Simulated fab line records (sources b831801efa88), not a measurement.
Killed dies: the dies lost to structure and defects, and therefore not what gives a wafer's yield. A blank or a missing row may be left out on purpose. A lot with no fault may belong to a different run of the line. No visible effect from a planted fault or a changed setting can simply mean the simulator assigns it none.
Struck lot and sound lot, side by side / flow gf180mcu / 15 steps out of a route of 602
Sound: wafers L483.1, L483.2, L483.3. The struck wafers were L481.2, L481.4, L481.5. At the end, the cause is stated.
For every step that has rows: the tool of each side, followed by ch and its chambers, followed by its first start. Under that, the readings that differ: sound wafers / struck wafers / difference of the means / sigmas: that difference in standard deviations of wafers without a fault.
alike: readings whose means differ by less than 2 such deviations, and words and numbers that are the same on both sides. not compared: withheld readings, readings that some wafer has no value for, bounds like >300 that may hide the same value, and numbers for which the record gives no deviation and whose values overlap.
Wherever a step has rows on one side only, a row that says differs or no value, or a row with sigmas, the two part there. Numbers that have no deviation but don't overlap get no sigmas and don't part them. A reading missing from all wafers of one side parts the sides only when that side holds two or more wafers.

GF_V4_OVL_MEAS_15:
  sound on overlay-01 at day 27 13:52; struck on overlay-01 at day 26 20:35
  alike: V4_OVL
then, 2 steps without rows for these wafers: GF_V4_ETCH_16 (etches BARC in N2/H2); GF_V4_ETCH_17 (etches SiO2 in C4F8/O2/Ar, stops on TiN, target depth 630 nm).
GF_V4_STRIP_18: strips in O2/N2.
  sound on plasma-asher-04 ch 0,1, day 27 14:02; struck on plasma-asher-01 ch 0,1, day 26 20:44
  alike: drypump-motor-current-A, heater-power-w, oes-product-au
  not compared: rf-hours-counter-h
then, 2 steps without rows for these wafers: GF_V4_STRIP_19 (strips in post etch residue remover, time 1200 s); GF_V4_CLEAN_20 (cleans in DIW).
GF_V4_SPUTTER_21: material Ti, target thk 15 nm, time 80.02 s.
  sound on pvd-sputter-03 at day 27 14:35; struck on pvd-sputter-02 at day 26 21:17
  alike: throttle-valve-pct
GF_V4_SPUTTER_22: material TiN, target thk 10 nm, time 40 s.
  sound on pvd-sputter-03 at day 27 14:39; struck on pvd-sputter-02 at day 26 21:20
  alike: throttle-valve-pct
GF_V4_CVD_23: deposits W, target thk 350 nm, time 104.9 s.
  sound on cvd-w-02 ch 0,1, day 27 14:41; struck on cvd-w-01 ch 1, day 26 21:23
  alike: heater-power-w
GF_V4_RS_MEAS_24: a four-point-probe measurement.
  sound on film-metro-03 at day 27 14:48; struck on film-metro-04 at day 26 21:31
  alike: V4_W_RS
GF_V4_THK_MEAS_25: measures by xrf.
  sound on film-metro-03 at day 27 14:55; struck on film-metro-04 at day 26 21:37
  alike: V4_W_THK
then, 1 step without rows for these wafers: GF_V4_CMP_26 (polishes, stops on SiO2, t overpolish 15 s, target thk 0 nm).
GF_MIM_SPUTTER_00: material Ti, target thk 37.5 nm, time 150 s.
  sound on pvd-sputter-03 at day 27 15:17; struck on pvd-sputter-04 at day 26 21:58
reading=model.Ti_of_MIM_SPUTTER_00.thk-nm (nm); sound=37.78 37.04 37.24; struck=32.54 32.63 32.58; difference=-4.77; sigmas=
  alike: throttle-valve-pct
GF_MIM_SPUTTER_01: material TiN, target thk 30 nm, time 25 s.
  sound on pvd-sputter-03 at day 27 15:23; struck on pvd-sputter-04 at day 26 22:04
  alike: throttle-valve-pct
-- the record jumps here: 4 days lie between the struck wafers' starts before and after (it left off in module MIM and takes up again in module PASSIVATION, whose first step shown is number 602 of the route) --
GF_PASSIVATION_PROBE_99:
  the record has rows for the struck wafers here (prober-01, day 31 03:29) and none for the sound ones

## WHERE THEY PART
Only at GF_PASSIVATION_PROBE_99, within this record.

WHY: what the simulator had put in
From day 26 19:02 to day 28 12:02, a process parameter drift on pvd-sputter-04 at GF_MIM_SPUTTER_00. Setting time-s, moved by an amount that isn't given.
